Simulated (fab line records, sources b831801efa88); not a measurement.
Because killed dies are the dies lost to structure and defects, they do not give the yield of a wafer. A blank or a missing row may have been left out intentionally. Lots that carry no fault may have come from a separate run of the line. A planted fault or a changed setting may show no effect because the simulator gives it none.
8D (eight disciplines) problem report, filled in by code :: flow sky130 :: the parts of the form that need people (team, actions taken, sign-off) are left out

## 1. WHAT IS WRONG
SKY_FIELD_ISO_WET_ETCH_30, temp-c: mean 41.92 C on 3 wafers (1 lot); fault-free wafers 25.00 C, standard deviation 0.12. That is +99 or more standard deviations from the usual mean.
The step: etches SiO2 in dHF, target depth 25 nm, time 50 s.
Seen first at day 5 14:41 on wet-bench-01, wafer L568.4. The record has a number at this step for 38 wafers belonging to 13 lots. Rule for "out" (also "out of limits"): further than 4 standard deviations from the usual mean. The other wafers with a number count as sound.

## 2. WHAT IT IS, AND WHAT IT ISN'T
question: which readings at this step
is: temp-c, bath-heat-duty-pct
is not: -

question: which lots
is: L568
is not: L556, L557, L558, L559, L560, L561, L563, L571, L572, L573, L576, L577

question: which wafers of those lots
is: all that have a number
is not: -

question: read on which tools
is: wet-bench-01
is not: wet-bench-02, wet-bench-03

question: when
is: from day 5 14:41
is not: up to then (21 sound wafers); but 14 sound wafers of L571, L572, L573, L576, L577 came after

## 3. THE SUSPECTS, EACH WITH WHAT RULES IT OUT
Counting: any tool at a process step up to the reading is kept as a suspect provided that every lot that is out went through it and no sound lot did after the first of them.
- wet-bench-01 at SKY_FIELD_ISO_WET_ETCH_30 (etches SiO2 in dHF, target depth 25 nm, time 50 s): kept. It ran the lot that is out, L568 (day 5 14:41), and no sound lot after that; its last sound lot up to then is L560 (day 3 19:53). Out on those wafers are its own readings of bath-heat-duty-pct, temp-c.
Left after counting: wet-bench-01 at SKY_FIELD_ISO_WET_ETCH_30.

## 4. THE CAUSE (what the simulator had put in)
wet-bench-01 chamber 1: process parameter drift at SKY_FIELD_ISO_WET_ETCH_30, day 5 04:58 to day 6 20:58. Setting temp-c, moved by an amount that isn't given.
This tool alone remained once counting was done.

## 5. THE EFFECT CHAIN, in route order
Each row: a reading where the mean over the struck wafers with a number is more than 3 standard deviations away from the usual. Readings are gone through only where the record gives a usual standard deviation; hours: the median, over the lots, of the time from a lot's start at the first step in this table giving one to that lot's start at this step; sigmas: the change measured in usual standard deviations.
hours: 0
step: SKY_FIELD_ISO_WET_ETCH_30
reading: bath-heat-duty-pct
usual: 6.0 %
on struck wafers: 25.9
change: +19.9
sigmas: +34

hours: 0
step: SKY_FIELD_ISO_WET_ETCH_30
reading: temp-c
usual: 25.00 C
on struck wafers: 41.92
change: +16.92
sigmas: +99 or more
It contains these process steps:
- SKY_FIELD_ISO_WET_ETCH_30: etches SiO2 in dHF, target depth 25 nm, time 50 s.

## 6. WHAT WOULD HAVE CAUGHT IT SOONER
In this record no reading fell out of limits until day 5 14:41, 10 hours after the fault had begun at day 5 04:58.
